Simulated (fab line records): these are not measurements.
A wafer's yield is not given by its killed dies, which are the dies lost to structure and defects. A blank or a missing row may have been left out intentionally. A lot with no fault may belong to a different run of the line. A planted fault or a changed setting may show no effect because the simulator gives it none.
Which of the tools did it? ; flow sky130 ; Sampling: 6 lots, 18 wafers, 4 of 708 route steps

WHAT THE GAUGES SHOWED, per wafer
SKY_LDD_LDN_TW_MEAS_13.
lot;measured;on;LDD_LDN_TW
L424;day 23 09:11;film-metro-03;1481 1489 1477
L429;day 25 05:39;film-metro-04;1492 1496 1485
L432;day 26 06:22;film-metro-03;1590 1596 1591
L437;day 27 12:44;film-metro-03;1586 1585 1589
L440;day 29 11:05;film-metro-01;1467 1472 1463
L445;day 30 11:35;film-metro-03;1490 1495 1502

WHICH TOOL RAN EACH LOT (tool, then ch and the chambers of the sampled wafers, then the start)
lot;SKY_POLY_GATE_ETCH_17;SKY_LDD_LDN_IMPLANT_11;SKY_LDD_LDN_STRIP_12
L424;rie-si-02 ch 1,2,3, day 16 22:23;implanter-03 ch 0, day 23 08:56;plasma-asher-02 ch 0,1, day 23 09:05
L429;rie-si-02 ch 0,1,3, day 18 18:58;implanter-04 ch 0, day 25 05:26;plasma-asher-04 ch 0,1, day 25 05:34
L432;rie-si-01 ch 0,2,3, day 19 16:50;implanter-03 ch 0, day 26 05:50;plasma-asher-01 ch 0,1, day 26 06:17
L437;rie-si-02 ch 0,1,3, day 21 05:20;implanter-03 ch 0, day 27 12:10;plasma-asher-01 ch 0,1, day 27 12:38
L440;rie-si-01 ch 1,2,3, day 23 05:23;implanter-03 ch 0, day 29 10:50;plasma-asher-04 ch 0,1, day 29 10:59
L445;rie-si-02 ch 0,2,3, day 24 10:20;implanter-03 ch 0, day 30 11:20;plasma-asher-01 ch 0,1, day 30 11:29
- SKY_POLY_GATE_ETCH_17: etches poly-Si in HBr/Cl2, stops on SiO2, target depth 180 nm, time 70.5 s.
- SKY_LDD_LDN_IMPLANT_11
- SKY_LDD_LDN_STRIP_12: strips in O2/N2.

THE ANSWER, worked out from the rows above alone
Rule: usual is defined by the lots themselves. The widest of any qualifying gaps counts: lots, ordered by their means at a reading, are off when they make up no more than a third of the lots, leave a main group of 4 or more, and stand apart from it by 3 or more times the standard deviation of that group's means. If all means in a main group match to the digits the tables above print for the reading, that group is not used. Also off: a lot with no number at a reading for which 4 or more lots have one. The other lots that the step has rows for count as sound.
Off: at SKY_LDD_LDN_TW_MEAS_13 (LDD_LDN_TW), L432, L437. Main group: mean 1484, sd 11.
A tool fits if, at a process step before that reading, it ran every lot that is off, and no sound lot after the first of them. Gauges at SKY_LDD_LDN_TW_MEAS_13: tried the same way as those tools. Not one of the candidates tried fits.

WHAT THE SIMULATOR PUT IN
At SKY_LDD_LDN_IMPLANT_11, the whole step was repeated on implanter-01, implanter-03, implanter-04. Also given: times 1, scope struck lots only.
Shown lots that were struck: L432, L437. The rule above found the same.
